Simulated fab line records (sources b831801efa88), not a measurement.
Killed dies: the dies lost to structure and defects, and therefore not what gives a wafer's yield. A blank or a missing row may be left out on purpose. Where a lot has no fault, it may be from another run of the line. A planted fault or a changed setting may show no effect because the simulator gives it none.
Lot-split experiment :: flow sfqLine :: 23 wafers read from 5 lots, route of 325 steps

## ABOUT THE SPLIT
At SFQ_TRILAYER_JJ_TRILAYER_DEP_SPUTTER_112 (material Nb, target thk 170 nm, time 113.3 s), the setting timeS was moved away from the recipe's 113.3 s on 5 of the 23 wafers read, by -4.3% to +6.0%. This setting was run at the recipe's value on the other wafers.

There is no step in the file separating the split from the reading.

## THE READING
Measured at SFQ_JJ_RS_MEAS_929 by four-point probe: JJ_NB_RS, in ohm/sq. Fault-free wafers of this fab line usually give 1.041 ohm/sq, standard deviation 0.012 ohm/sq.

wafer: L074.2
tool, chamber at the split: pvdSputter-03, -
timeS as run, s: 113.3
against the recipe: recipe
JJ_NB_RS, ohm/sq: 1.035
against lot-mates on the recipe: -

wafer: L074.3
tool, chamber at the split: pvdSputter-03, -
timeS as run, s: 113.3
against the recipe: recipe
JJ_NB_RS, ohm/sq: 1.056
against lot-mates on the recipe: -

wafer: L074.4
tool, chamber at the split: pvdSputter-03, -
timeS as run, s: 113.3
against the recipe: recipe
JJ_NB_RS, ohm/sq: 1.042
against lot-mates on the recipe: -

wafer: L074.5
tool, chamber at the split: pvdSputter-03, -
timeS as run, s: 113.3
against the recipe: recipe
JJ_NB_RS, ohm/sq: 1.039
against lot-mates on the recipe: -

wafer: L074.6
tool, chamber at the split: pvdSputter-03, -
timeS as run, s: 113.3
against the recipe: recipe
JJ_NB_RS, ohm/sq: 1.044
against lot-mates on the recipe: -

wafer: L075.1
tool, chamber at the split: pvdSputter-06, -
timeS as run, s: 120.1
against the recipe: +6.0%
JJ_NB_RS, ohm/sq: 0.964
against lot-mates on the recipe: -0.061

wafer: L075.3
tool, chamber at the split: pvdSputter-06, -
timeS as run, s: 120.1
against the recipe: +6.0%
JJ_NB_RS, ohm/sq: 0.962
against lot-mates on the recipe: -0.063

wafer: L075.4
tool, chamber at the split: pvdSputter-06, -
timeS as run, s: 113.3
against the recipe: recipe
JJ_NB_RS, ohm/sq: 1.028
against lot-mates on the recipe: -

wafer: L075.5
tool, chamber at the split: pvdSputter-06, -
timeS as run, s: 120.1
against the recipe: +6.0%
JJ_NB_RS, ohm/sq: 0.963
against lot-mates on the recipe: -0.062

wafer: L075.6
tool, chamber at the split: pvdSputter-06, -
timeS as run, s: 113.3
against the recipe: recipe
JJ_NB_RS, ohm/sq: 1.022
against lot-mates on the recipe: -

wafer: L078.1
tool, chamber at the split: pvdSputter-03, -
timeS as run, s: 113.3
against the recipe: recipe
JJ_NB_RS, ohm/sq: 1.026
against lot-mates on the recipe: -

wafer: L078.2
tool, chamber at the split: pvdSputter-03, -
timeS as run, s: 113.3
against the recipe: recipe
JJ_NB_RS, ohm/sq: 1.042
against lot-mates on the recipe: -

wafer: L078.6
tool, chamber at the split: pvdSputter-03, -
timeS as run, s: 113.3
against the recipe: recipe
JJ_NB_RS, ohm/sq: 1.024
against lot-mates on the recipe: -

wafer: L080.1
tool, chamber at the split: pvdSputter-03, -
timeS as run, s: 113.3
against the recipe: recipe
JJ_NB_RS, ohm/sq: 1.040
against lot-mates on the recipe: -

wafer: L080.2
tool, chamber at the split: pvdSputter-03, -
timeS as run, s: 113.3
against the recipe: recipe
JJ_NB_RS, ohm/sq: 1.066
against lot-mates on the recipe: -

wafer: L080.4
tool, chamber at the split: pvdSputter-03, -
timeS as run, s: 113.3
against the recipe: recipe
JJ_NB_RS, ohm/sq: 1.062
against lot-mates on the recipe: -

wafer: L080.5
tool, chamber at the split: pvdSputter-03, -
timeS as run, s: 113.3
against the recipe: recipe
JJ_NB_RS, ohm/sq: 1.045
against lot-mates on the recipe: -

wafer: L080.6
tool, chamber at the split: pvdSputter-03, -
timeS as run, s: 113.3
against the recipe: recipe
JJ_NB_RS, ohm/sq: 1.044
against lot-mates on the recipe: -

wafer: L084.1
tool, chamber at the split: pvdSputter-03, -
timeS as run, s: 108.4
against the recipe: -4.3%
JJ_NB_RS, ohm/sq: 1.091
against lot-mates on the recipe: +0.046

wafer: L084.3
tool, chamber at the split: pvdSputter-03, -
timeS as run, s: 108.4
against the recipe: -4.3%
JJ_NB_RS, ohm/sq: 1.086
against lot-mates on the recipe: +0.041

wafer: L084.4
tool, chamber at the split: pvdSputter-03, -
timeS as run, s: 113.3
against the recipe: recipe
JJ_NB_RS, ohm/sq: 1.058
against lot-mates on the recipe: -

wafer: L084.5
tool, chamber at the split: pvdSputter-03, -
timeS as run, s: 113.3
against the recipe: recipe
JJ_NB_RS, ohm/sq: 1.050
against lot-mates on the recipe: -

wafer: L084.6
tool, chamber at the split: pvdSputter-03, -
timeS as run, s: 113.3
against the recipe: recipe
JJ_NB_RS, ohm/sq: 1.028
against lot-mates on the recipe: -

FIT RESULTS
A straight line over all 23 wafers: JJ_NB_RS changes by -0.0125 ohm/sq for each +1% of timeS; r = -0.94; the points scatter about the line by 0.012 ohm/sq.
The same after taking each lot's own level away (the mean of its wafers on the recipe; 23 wafers): -0.0102 ohm/sq for each +1%; r = -0.95; scatter 0.0085 ohm/sq.
On that fit, the largest move of timeS shifts the reading by 0.061 ohm/sq.
The span of the lots' own levels, 1.0250 to 1.0514 ohm/sq, comes to 2.2 times the standard deviation stated above.
Thus the slope moves with the lot-to-lot level: the two fits are different.
Check: for one of the wafers moved furthest among these (+6.0%), held out of the fit, the line's prediction against its lot-mates is -0.0618 ohm/sq. Against them it came out at -0.061 ohm/sq.

## OTHER SPLITS APPLIED TO THESE WAFERS
These wafers also went through other splits before the reading. Each is held against what the fit with the lots' levels taken away leaves over:
other split on the same wafers: SFQ_TRILAYER_I4_VIA_BARC_OPEN_VIA_ETCH_146 timeS
wafers away from the commonest value: 6
r with JJ_NB_RS (lot level and that fit taken away): -0.12

other split on the same wafers: SFQ_TRILAYER_JJ_TRILAYER_DEP_SPUTTER_109 powerW
wafers away from the commonest value: 9
r with JJ_NB_RS (lot level and that fit taken away): -0.18

## THE WHOLE CHAIN: every reading that the file lists as answering this split, in the file's order
step: SFQ_TRILAYER_JJ_TRILAYER_DEP_SPUTTER_112
what it does: material Nb, target thk 170 nm, time 113.3 s
reading: Nb_of_TRILAYER_JJ_TRILAYER_DEP_SPUTTER_112.thkNm (the simulator's own value, which no gauge read)
change (the file's fit): +1.73 nm for each +1% of the setting
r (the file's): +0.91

step: SFQ_JJ_RS_MEAS_929
what it does: measures by four-point-probe
reading: JJ_NB_RS
change (the file's fit): -0.0102 for each +1% of the setting
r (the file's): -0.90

## FILE'S OWN FIT
JJ_NB_RS changes by -0.0102 ohm/sq for each +1% of timeS, r = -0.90.
